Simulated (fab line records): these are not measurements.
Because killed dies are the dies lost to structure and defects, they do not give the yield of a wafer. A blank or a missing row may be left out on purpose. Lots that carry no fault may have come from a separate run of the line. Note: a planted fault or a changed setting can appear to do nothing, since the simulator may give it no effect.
Tool commonality check -- flow sky130 -- 39 wafers sampled across 13 lots

## REASON IT WAS OPENED
At SKY_GATE_OXIDE_TW_MEAS_14 the reading GATE_OXIDE_TW is flagged on 2 of 13 lots. No-fault wafers: 226.0, standard deviation 1.7.
Rule: a lot is flagged when every wafer of it that has a number lies more than 4 standard deviations from that mean, or none has a number. As for the other lots, they are considered sound.

lot,measured,on,"GATE_OXIDE_TW, wafer by wafer",flag
L970,day 13 19:34,filmMetro-03,223.7 224.7 224.5,
L971,day 13 20:29,filmMetro-02,225.7 227.9 226.6,
L973,day 14 15:28,filmMetro-01,227.4 228.1 227.5,
L974,day 15 00:52,filmMetro-01,226.1 226.4 226.5,
L975,day 15 12:04,filmMetro-03,224.2 224.9 223.4,
L977,day 16 00:07,filmMetro-02,226.0 227.0 225.9,
L978,day 16 20:09,filmMetro-03,226.8 225.3 226.3,
L980,day 17 01:25,filmMetro-02,229.4 229.4 227.9,
L982,day 17 22:49,filmMetro-03,225.1 224.7 225.0,
L989,day 20 09:52,filmMetro-01,195.9 198.6 197.7,FLAGGED
L990,day 20 13:32,filmMetro-03,194.3 194.5 194.1,FLAGGED
L991,day 20 23:49,filmMetro-03,224.5 223.2 224.2,
L993,day 21 18:47,filmMetro-02,227.8 228.7 227.0,
The numbers of the flagged lots are 195.8 on average: -30.2 against the usual, or -18 standard deviations.

## LOT BY LOT: THE TOOL USED
The record holds 1 process step before the reading, out of a route of 708 steps. Cell contents, in order: the tool; ch with the chambers the sampled wafers went through; the start.
lot,flag,SKY_GATE_OXIDE_IMPLANT_11
L970,,"implanter-01 ch 0, day 13 19:13"
L971,,"implanter-04 ch 0, day 13 20:08"
L973,,"implanter-02 ch 0, day 14 15:04"
L974,,"implanter-02 ch 0, day 15 00:31"
L975,,"implanter-04 ch 0, day 15 11:44"
L977,,"implanter-01 ch 0, day 15 23:45"
L978,,"implanter-02 ch 0, day 16 19:48"
L980,,"implanter-04 ch 0, day 17 00:58"
L982,,"implanter-01 ch 0, day 17 22:29"
L989,FLAGGED,"implanter-02 ch 0, day 20 09:31"
L990,FLAGGED,"implanter-02 ch 0, day 20 13:11"
L991,,"implanter-04 ch 0, day 20 23:27"
L993,,"implanter-01 ch 0, day 21 18:26"
These steps, and what they do:
- SKY_GATE_OXIDE_IMPLANT_11
- SKY_GATE_OXIDE_TW_MEAS_14

## FLAGGED AGAINST TOTAL, ONE TOOL AT A TIME (gauges that did the reading follow at the end)
step,tool,lots run,flagged,share of the flagged lots,sound lots run after its first flagged lot
SKY_GATE_OXIDE_IMPLANT_11,implanter-01,4,0,none,-
SKY_GATE_OXIDE_IMPLANT_11,implanter-02,5,2,all,0
SKY_GATE_OXIDE_IMPLANT_11,implanter-04,4,0,none,-
SKY_GATE_OXIDE_TW_MEAS_14,filmMetro-01,3,1,some,0
SKY_GATE_OXIDE_TW_MEAS_14,filmMetro-02,4,0,none,-
SKY_GATE_OXIDE_TW_MEAS_14,filmMetro-03,6,1,some,1 (L991)

## WHAT THE TABLE ALLOWS
Rows of the table that ran each flagged lot: 1, that is implanter-02 at SKY_GATE_OXIDE_IMPLANT_11.
- implanter-02 at SKY_GATE_OXIDE_IMPLANT_11 ran 5 lots, 2 of them flagged. It ran its last sound lot, L978, at day 16 19:48 and its first flagged lot, L989, at day 20 09:31: a fault with its onset between the two fits. Its own readings (doseIonsCm2, faradayCurrentUA) fall more than 4 standard deviations out on all wafers of the flagged lots.
implanter-02 at SKY_GATE_OXIDE_IMPLANT_11 is the single tool remaining.

## WHAT THE SIMULATOR HAD INSERTED
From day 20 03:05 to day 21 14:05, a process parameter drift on implanter-02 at SKY_GATE_OXIDE_IMPLANT_11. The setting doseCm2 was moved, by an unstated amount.
Struck lots among those shown: L989, L990. The rule above found the same.
